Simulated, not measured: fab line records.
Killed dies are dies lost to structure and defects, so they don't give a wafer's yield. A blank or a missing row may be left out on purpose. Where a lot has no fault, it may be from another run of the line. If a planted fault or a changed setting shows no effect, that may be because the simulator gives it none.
Struck lot and sound lot, side by side	flow sky130	32 steps out of a route of 708
Sound: wafers L431.4, L431.5, L431.6. Wafers L441.1, L441.5, L441.6 were the ones struck. Last of all comes the cause.
At each step with rows: each side's tool, then ch and its chambers, then its first start. Under that, the readings that differ: sound wafers	struck wafers	difference of the means	sigmas: that difference in standard deviations of wafers without a fault.
alike: readings with means less than 2 such deviations apart, plus words and numbers identical on both sides. not compared: withheld readings, readings lacking a value on some wafer, bounds such as >300 that could conceal the same value, and numbers that have no deviation in the record and whose values overlap.
The two part at a step that has a row with sigmas, a row that says differs or no value, or rows on one side only. When numbers do not overlap yet have no deviation, they are printed without sigmas and do not part them. A reading missing from all wafers of one side parts the sides only when that side holds two or more wafers.

SKY_PWDE_OVL_MEAS_07:
  sound: overlay-01 at day 4 01:58; struck: overlay-02 at day 6 05:13
  alike: PWDE_OVL
next, for these wafers, 1 step has no rows: SKY_PWDE_IMPLANT_08.
SKY_PWDE_STRIP_09: strips in O2/N2.
  sound on plasma-asher-04 ch 0,1, day 4 02:10; struck on plasma-asher-03 ch 0,1, day 6 05:25
reading	sound	struck	difference	sigmas
strip-time-to-endpoint-s (s)	36.82 36.92 36.94	37.09 37.11 37.26	+0.26	+2
  alike: drypump-motor-current-A, oes-product-au
  not compared: rf-hours-counter-h
SKY_PWDE_TW_MEAS_10:
  sound: film-metro-02 at day 4 02:16; struck: film-metro-04 at day 6 05:31
  alike: PWDE_TW
then, 7 steps without rows for these wafers: SKY_NWELL_DEHYDRATE_03 (time 60 s); SKY_NWELL_HMDS_04 (prime time 60 s); SKY_NWELL_COAT_05 (resist thk 3000 nm); SKY_NWELL_SOFTBAKE_06; SKY_NWELL_EXPOSE_07 (exposes mask NWM, target cd 840 nm); SKY_NWELL_PEB_08; SKY_NWELL_DEVELOP_09 (develop time 60 s).
SKY_NWELL_OVL_MEAS_10:
  sound: overlay-01 at day 4 19:22; struck: overlay-02 at day 7 01:21
  alike: NWELL_00_OVL
SKY_NWELL_IMPLANT_11:
  sound on implanter-02 ch 0, day 4 19:28; struck on implanter-03 ch 0, day 7 01:23
reading	sound	struck	difference	sigmas
dose-ions-cm2	1.9013e+13 1.8987e+13 1.9055e+13	1.0925e+13 1.088e+13 1.0902e+13	-8.1160e+12	-99 or more
faraday-current-uA	108.1 108.0 103.9	60.5 60.9 58.0	-46.9	-23
then, 2 steps without rows for these wafers: SKY_NWELL_IMPLANT_12; SKY_NWELL_IMPLANT_13.
SKY_NWELL_STRIP_14: strips in O2/N2.
  sound on plasma-asher-02 ch 0,1, day 4 19:52; struck on plasma-asher-04 ch 0,1, day 7 01:50
reading	sound	struck	difference	sigmas
drypump-motor-current-A (A)	6.0 5.7 6.0	5.0 5.0 5.8	-0.6	-2
strip-time-to-endpoint-s (s)	36.92 36.82 36.95	37.15 37.11 37.11	+0.23	+2
  alike: oes-product-au
  not compared: rf-hours-counter-h
SKY_NWELL_TW_MEAS_15:
  sound: film-metro-04 at day 4 19:58; struck: film-metro-04 at day 7 01:56
reading	sound	struck	difference	sigmas
NWELL_TW	1826 1829 1817	1537 1533 1534	-289	-17
then, 7 steps without rows for these wafers: SKY_NWELL_DEHYDRATE_16 (time 60 s); SKY_NWELL_HMDS_17 (prime time 60 s); SKY_NWELL_COAT_18 (resist thk 3000 nm); SKY_NWELL_SOFTBAKE_19; SKY_NWELL_EXPOSE_20 (exposes mask NWM COMPLEMENT, target cd 840 nm); SKY_NWELL_PEB_21; SKY_NWELL_DEVELOP_22 (develop time 60 s).
SKY_NWELL_OVL_MEAS_23:
  sound: overlay-02 at day 5 13:01; struck: overlay-02 at day 7 22:00
  alike: NWELL_01_OVL
next, for these wafers, 1 step has no rows: SKY_NWELL_IMPLANT_24.
SKY_NWELL_STRIP_25: strips in O2/N2.
  sound on plasma-asher-02 ch 0,1, day 5 13:13; struck on plasma-asher-02 ch 0,1, day 7 22:11
  alike: drypump-motor-current-A, oes-product-au, strip-time-to-endpoint-s
  not compared: rf-hours-counter-h
SKY_NWELL_TW_MEAS_26:
  sound: film-metro-04 at day 5 13:19; struck: film-metro-03 at day 7 22:17
  alike: NWELL_2_TW
then, 1 step without rows for these wafers: SKY_NWELL_CLEAN_27 (cleans in SC1/SC2, time 150 s).
SKY_NWELL_RTA_28: time 30 s.
  sound on rtp-anneal-01 ch 0, day 5 13:27; struck on rtp-anneal-02 ch 0, day 7 22:23
  alike: lamp-power-pct, wafer_temp_C_max
SKY_NWELL_RS_MEAS_29: measures by four-point-probe.
  sound: film-metro-02 at day 5 13:34; struck: film-metro-03 at day 7 22:29
reading	sound	struck	difference	sigmas
NWELL_RS (ohm/sq)	624.4 624.1 625.3	845.3 843.1 841.8	+218.8	+99 or more
-- the record jumps here: 41 days lie between the struck wafers' starts before and after (it left off in module NWELL and takes up again in module PAD_OPEN, whose first step shown is number 708 of the route) --
SKY_PAD_OPEN_PROBE_99:
  sound: prober-02 at day 46 03:20; struck: prober-02 at day 48 14:46
reading	sound	struck	difference	sigmas
model.etest.nfet_16v.r-on-ohm-um	1.398e+04 1.411e+04 1.391e+04	1.71e+04 1.691e+04 1.686e+04	+2.96e+03	
model.etest.res-nwell.line-ohm-um	1122 1146 1144	1729 1684 1691	+564	
model.etest.res-nwell.rs-ohm-sq	921.8 970.4 941	1375 1334 1342	+406	
model.etest.tip_p_5v.rs-ohm-sq	2841 2844 2846	2786 2786 2772	-62	
model.etest.res-iso-pwell.width-nm (nm)	2649 2637 2651	2687 2679 2690	+40	
model.etest.res-nwell.width-nm (nm)	842.5 843.2 837.2	803.3 802.9 799.2	-39.2	
model.etest.pfet_16v.drive-ua-um	251.3 243.3 249.6	254.8 261.2 257.6	+9.8	
  alike: killed_at_M0_to_M3, killed_at_M4_up, killed-at-contacts, killed-at-front-end, killed-at-other, killed-dies, killed-open, killed-short
  not compared: model.etest.pfet_16v.r-on-ohm-um

## WHERE THEY PART
Earliest at SKY_PWDE_STRIP_09; latest, in this record, at SKY_NWELL_RS_MEAS_29. Later steps at which nothing parts them and some readings are alike: SKY_PAD_OPEN_PROBE_99.

WHY: the cause the simulator had injected
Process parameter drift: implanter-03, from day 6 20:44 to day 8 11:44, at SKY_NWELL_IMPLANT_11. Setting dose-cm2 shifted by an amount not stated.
